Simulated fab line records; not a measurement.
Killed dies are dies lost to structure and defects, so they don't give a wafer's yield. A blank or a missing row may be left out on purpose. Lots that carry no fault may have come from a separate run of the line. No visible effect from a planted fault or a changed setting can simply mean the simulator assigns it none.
Which tool was responsible? -- flow gf180mcu -- 39 wafers from 13 lots sampled at 4 of the route's 602 steps

## WHAT EACH GAUGE READ, for each wafer
GF_TOP_METAL_RS_MEAS_05: a four-point-probe measurement.
lot,measured,on,TOP_METAL_ALCU_RS (ohm/sq)
L502,day 26 21:29,filmMetro-02,0.0333 0.0331 0.0331
L503,day 27 02:44,filmMetro-01,0.0324 0.0326 0.0324
L504,day 27 10:06,filmMetro-01,0.0328 0.0328 0.0329
L505,day 28 01:37,filmMetro-04,0.0327 0.0328 0.0328
L506,day 28 03:13,filmMetro-02,0.0326 0.0323 0.0324
L512,day 30 11:08,filmMetro-02,0.0331 0.0332 0.0334
L514,day 31 05:50,filmMetro-01,0.0326 0.0329 0.0324
L515,day 31 14:12,filmMetro-04,0.0326 0.0331 0.0331
L524,day 33 07:50,filmMetro-02,0.0327 0.0325 0.0330
L525,day 33 22:03,filmMetro-02,0.0324 0.0324 0.0323

## WHICH TOOL RAN EACH LOT (tool, then ch and the chambers of the sampled wafers, then the start)
lot,GF_V5_CVD_02,GF_V5_CMP_26,GF_TOP_METAL_SPUTTER_01
L502,"pecvd-01 ch 0,1, day 25 22:39","cmp-01 ch 0,1,2, day 26 21:04","pvdSputter-03, day 26 21:22"
L503,"pecvd-04 ch 0,1,2, day 26 03:34","cmp-01 ch 0,1, day 27 02:11","pvdSputter-01, day 27 02:35"
L504,"pecvd-01 ch 0,1, day 26 10:57","cmp-01 ch 1,2, day 27 09:34","pvdSputter-01, day 27 09:58"
L505,"pecvd-04 ch 0,1, day 27 03:04","cmp-01 ch 0,1, day 28 01:07","pvdSputter-02, day 28 01:28"
L506,"pecvd-04 ch 0,1, day 27 04:26","cmp-01 ch 0,1,2, day 28 02:40","pvdSputter-03, day 28 03:04"
L512,"pecvd-01 ch 1,2, day 29 14:00","cmp-02 ch 2,3, day 30 10:35","pvdSputter-03, day 30 10:59"
L514,"pecvd-02 ch 1,2, day 30 09:39","cmp-01 ch 2,3, day 31 05:17","pvdSputter-02, day 31 05:41"
L515,"pecvd-01 ch 0,2, day 30 17:53","cmp-01 ch 0,1,3, day 31 13:40","pvdSputter-01, day 31 14:04"
L518,"pecvd-04 ch 1,2, day 31 09:09","cmp-01 ch 0,2,3, day 32 03:17",-
L517,"pecvd-02 ch 0,1,2, day 31 12:18","cmp-01 ch 1,2, day 32 06:57",-
L520,"pecvd-01 ch 0,1,2, day 31 20:29","cmp-01 ch 0,1,3, day 32 15:23",-
L524,"pecvd-02 ch 0,2, day 32 13:59","cmp-02 ch 0,3, day 33 07:18","pvdSputter-01, day 33 07:42"
L525,"pecvd-01 ch 0,1,2, day 33 03:53","cmp-01 ch 0,1,3, day 33 21:32","pvdSputter-02, day 33 21:56"
- GF_V5_CVD_02: deposits SiO2 from TEOS, target thk 1450 nm, time 163.28 s.
- GF_V5_CMP_26: polishes, stops on SiO2, t overpolish 15 s, target thk 0 nm.
- GF_TOP_METAL_SPUTTER_01: material TiN, target thk 30 nm, time 25 s.

## AS READ BY THE TOOLS THEMSELVES (means over the sampled wafers that have a number; for cases with no such wafer, the mark the record gives instead)
GF_V5_CVD_02.
lot,tool,heaterPowerOuterW (W),heaterPowerW (W)
L502,pecvd-01,347,681
L503,pecvd-04,300,554
L504,pecvd-01,414,788
L505,pecvd-04,279,547
L506,pecvd-04,333,581
L512,pecvd-01,340,634
L514,pecvd-02,401,693
L515,pecvd-01,416,767
L518,pecvd-04,330,620
L517,pecvd-02,339,593
L520,pecvd-01,378,709
L524,pecvd-02,372,664
L525,pecvd-01,384,706

GF_V5_CMP_26.
lot,tool,edgeZonePressureFrac,headPressurePsi (psi),motorCurrentA (A),overpolishRunS (s),timeToEndpointS (s)
L502,cmp-01,1.001,3.498,11.1,14.999,82
L503,cmp-01,1.003,3.503,10.9,14.995,79
L504,cmp-01,0.996,3.499,11.5,14.996,85
L505,cmp-01,1.005,3.504,11.0,14.990,85
L506,cmp-01,0.999,3.503,11.4,14.990,85
L512,cmp-02,0.998,3.500,9.6,15.000,87
L514,cmp-01,0.998,3.508,10.5,14.999,82
L515,cmp-01,1.004,3.500,10.5,14.994,80
L518,cmp-01,-,-,-,-,-
L517,cmp-01,-,-,-,-,-
L520,cmp-01,-,-,-,-,-
L524,cmp-02,1.001,3.500,10.6,14.987,83
L525,cmp-01,1.001,3.503,10.5,14.997,83

GF_TOP_METAL_SPUTTER_01.
lot,tool,throttleValvePct (%)
L502,pvdSputter-03,29.3
L503,pvdSputter-01,28.1
L504,pvdSputter-01,31.4
L505,pvdSputter-02,30.3
L506,pvdSputter-03,28.8
L512,pvdSputter-03,29.4
L514,pvdSputter-02,29.4
L515,pvdSputter-01,31.1
L524,pvdSputter-01,30.0
L525,pvdSputter-02,29.9

## THE ANSWER, worked out from the rows above alone
Rule: what is usual is taken from the lots themselves. The widest of any qualifying gaps counts: lots, ordered by their means at a reading, are off when they make up no more than a third of the lots, leave a main group of 4 or more, and stand apart from it by 3 or more times the standard deviation of that group's means. A main group whose means are all the same, to the digits that the tables above print for the reading, isn't used. A lot without any number at a reading at which 4 lots or more have one is off too. The other lots that the step has rows for count as sound. After the gauges, taken in route order, come the tools' own readings; for these a lot's mean is taken, as printed above. At the first step where some lot is off, the reading lying furthest off is the one used; lots without a number count as furthest.
Off: L518, L517, L520, at GF_V5_CMP_26 (edgeZonePressureFrac). Without a number there: L518, L517, L520. The main group: mean 1.001, standard deviation 0.0027.
If a tool, at that step or one of the process steps before it, ran each lot that is off and ran no sound lot following the first of them, it fits. No candidate that was tried fits.

## WHAT THE SIMULATOR PUT IN
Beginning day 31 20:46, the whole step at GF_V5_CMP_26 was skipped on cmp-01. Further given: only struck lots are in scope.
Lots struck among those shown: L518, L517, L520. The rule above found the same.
